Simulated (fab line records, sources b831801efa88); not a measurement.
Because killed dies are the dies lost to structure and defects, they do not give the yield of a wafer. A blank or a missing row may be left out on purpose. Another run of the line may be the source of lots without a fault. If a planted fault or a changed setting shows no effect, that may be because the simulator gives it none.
One fault through the eyes of 2 desks -- flow gf180mcu -- only its own numbers are on each desk; what lay behind them is given at the end

== TOOL OWNER'S DESK, rie-diel-03 ==
The tool's own readings at GF_POLY_GATE_ETCH_12 (etches BARC in N2/H2): means of the sampled wafers that have a number, for each lot that ran on this tool. A lot is out of limits, marked OUT, if its mean lies more than 4 standard deviations from the usual mean; the brackets give that distance.
Columns: A = bias-w at GF_POLY_GATE_ETCH_12, usual 100.0 W; B = chamber-pressure-mTorr at GF_POLY_GATE_ETCH_12, usual 29.997 mTorr; C = drypump-motor-current-A at GF_POLY_GATE_ETCH_12, usual 5.7 A; D = oes-product-au at GF_POLY_GATE_ETCH_12, usual 0.736 a.u.; E = throttle-valve-pct at GF_POLY_GATE_ETCH_12, usual 13.214 %
lot,first seen here,A,B,C,D,E
L902,day 9 15:52,100.0,30.012,5.3,0.734,13.218
L904,day 10 06:03,100.1,29.991,5.3,0.739,13.213
L915,day 13 19:37,100.1,30.001,5.3,0.737,13.203
L916,day 14 09:43,99.7,29.975,5.2,0.737,13.206
L920,day 15 05:37,99.8,29.969,5.4,0.736,13.220
This desk found nothing out of limits on any of the 5 lots.

== THE METROLOGY DESK ==
What the gauges read for every lot (on any tool): the sampled wafers with a number, averaged. A lot is out of limits, marked OUT, if its mean lies more than 4 standard deviations from the usual mean; the brackets give that distance.
Columns: A = NWELL_RS at GF_VT_IMPLANT_RS_MEAS_47, usual 488.1 ohm/sq; B = DUAL_GATE_OVL at GF_DUAL_GATE_OVL_MEAS_11, usual 0.1 nm; C = cd-nm at GF_POLY_GATE_CD_MEAS_18, usual 279.8 nm
lot,first seen here,A,B,C
L900,day 7 14:35,488.2,0.7,282.3
L901,day 7 19:50,487.3,1.3,281.1
L902,day 8 00:11,486.7,-0.4,278.2
L904,day 8 12:42,487.3,1.6,281.8
L908,day 9 19:50,488.3,0.4,-
L909,day 10 05:53,488.9,1.7,-
L911,day 10 20:38,487.9,-0.8,280.0
L915,day 11 20:02,489.0,1.4,279.5
L916,day 12 10:17,490.7,0.9,276.7
L918,day 12 14:25,487.7,-0.2,278.7
L919,day 12 20:38,488.0,-1.6,278.0
L920,day 13 04:22,488.2,-0.5,281.3
L921,day 13 12:29,487.1,0.5,282.6
L922,day 13 19:59,486.7,-0.2,279.3
This desk found nothing out of limits on any of the 14 lots.

== ALL TOGETHER ==
Nothing out of limits was seen by the tool owner's desk.
Metrology desk: nothing out of limits seen.

== WHAT THE SIMULATOR HAD INSERTED ==
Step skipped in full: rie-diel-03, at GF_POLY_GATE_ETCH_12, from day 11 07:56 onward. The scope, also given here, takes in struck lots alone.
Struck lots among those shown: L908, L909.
